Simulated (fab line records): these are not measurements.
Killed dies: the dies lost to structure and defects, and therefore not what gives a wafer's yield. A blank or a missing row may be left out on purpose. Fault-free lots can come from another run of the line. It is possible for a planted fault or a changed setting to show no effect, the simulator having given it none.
The tool behind it: which one? -- flow gf180mcu -- 41 wafers from 14 lots sampled at 2 of the route's 602 steps

## WHAT THE GAUGES READ, wafer by wafer
GF_V1_THK_MEAS_03.
lot,measured,on,V1_CVD_02_THK (nm)
L236,day 17 04:53,filmMetro-03,828 835 849
L237,day 17 18:39,filmMetro-02,842 858 849
L238,day 18 00:15,filmMetro-04,849 833 858
L239,day 18 11:45,filmMetro-03,836 844 849
L240,day 18 20:45,filmMetro-04,845 865 865
L241,day 19 01:31,filmMetro-03,842 834 854
L243,day 19 21:43,filmMetro-02,844 854 849
L244,day 20 02:05,filmMetro-04,829 831 839
L245,day 20 14:37,filmMetro-02,849 871 868
L247,day 21 08:46,filmMetro-02,852 843 856
L248,day 21 14:38,filmMetro-03,850 850 858
L249,day 22 05:26,filmMetro-03,849 892 893
L251,day 22 16:13,filmMetro-03,849 883
L259,day 25 12:29,filmMetro-04,847 860 853

## EACH LOT AND THE TOOL THAT RAN IT (in order: tool; ch and the chambers of the sampled wafers; start)
lot,GF_V1_CVD_02
L236,"pecvd-01 ch 0,2, day 17 04:49"
L237,"pecvd-04 ch 0,1,2, day 17 18:34"
L238,"pecvd-01 ch 0,1,2, day 18 00:10"
L239,"pecvd-01 ch 0,1,2, day 18 11:41"
L240,"pecvd-04 ch 1,2, day 18 20:41"
L241,"pecvd-04 ch 0,1, day 19 01:26"
L243,"pecvd-01 ch 1,2, day 19 21:38"
L244,"pecvd-01 ch 0,2, day 20 02:01"
L245,"pecvd-02 ch 0,1, day 20 14:32"
L247,"pecvd-04 ch 0,1, day 21 08:41"
L248,"pecvd-04 ch 0,1,2, day 21 14:34"
L249,"pecvd-04 ch 0,2, day 22 05:21"
L251,"pecvd-04 ch 0,2, day 22 16:09"
L259,"pecvd-01 ch 0,1, day 25 12:24"
- GF_V1_CVD_02: deposits SiO2 from TEOS, target thk 850 nm, time 94.851 s.

## AS READ BY THE TOOLS THEMSELVES (means over the sampled wafers that have a number; for cases with no such wafer, the mark the record gives instead)
GF_V1_CVD_02.
lot,tool,heaterPowerW (W),rfFwdPowerW (W),runLengthS (s)
L236,pecvd-01,772,594.3,123.3
L237,pecvd-04,565,596.4,122.8
L238,pecvd-01,728,595.6,123.1
L239,pecvd-01,684,594.8,123.1
L240,pecvd-04,567,598.0,122.7
L241,pecvd-04,659,597.2,122.8
L243,pecvd-01,765,594.8,123.2
L244,pecvd-01,742,593.9,123.2
L245,pecvd-02,700,597.7,122.8
L247,pecvd-04,636,597.2,122.8
L248,pecvd-04,604,598.9,122.9
L249,pecvd-04,611,594.9,125.5
L251,pecvd-04,639,597.1,124.6
L259,pecvd-01,639,594.2,123.1

## THE ANSWER, worked out from the rows above alone
Rule: the usual values come from the lots themselves. The widest of any qualifying gaps counts: lots, ordered by their means at a reading, are off when they make up no more than a third of the lots, leave a main group of 4 or more, and stand apart from it by 3 or more times the standard deviation of that group's means. Not used: any main group whose means are identical at the precision the tables above print for the reading. Also off: a lot with no number at a reading for which 4 or more lots have one. Where the step has rows for the other lots, those lots are counted as sound. First the gauges in route order, then the tools' own readings, where a lot's mean is used as printed above. The first step at which some lot is off is used, and at that step the reading that is off furthest; a lot without a number counts as furthest.
Off at GF_V1_CVD_02 (runLengthS): L249, L251. Mean 123.0 s and standard deviation 0.2 in the main group.
A tool fits if, at that step or a process step before it, it ran every lot that is off, and no sound lot after the first of them. One fits: GF_V1_CVD_02 on pecvd-04. Its last sound lot is L248 (day 21 14:34), its first lot that is off L249 (day 22 05:21): a fault that began between those two fits.
On the lots that are off, the tool's own readings at GF_V1_CVD_02 differ by more than 5 times the standard deviation of the sound lots' means, which bears it out; runLengthS reads 125.0 s there versus 123.0 s on the sound lots.

## WHAT WAS PUT IN BY THE SIMULATOR
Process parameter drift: pecvd-04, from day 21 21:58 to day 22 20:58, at GF_V1_CVD_02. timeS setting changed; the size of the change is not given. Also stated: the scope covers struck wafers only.
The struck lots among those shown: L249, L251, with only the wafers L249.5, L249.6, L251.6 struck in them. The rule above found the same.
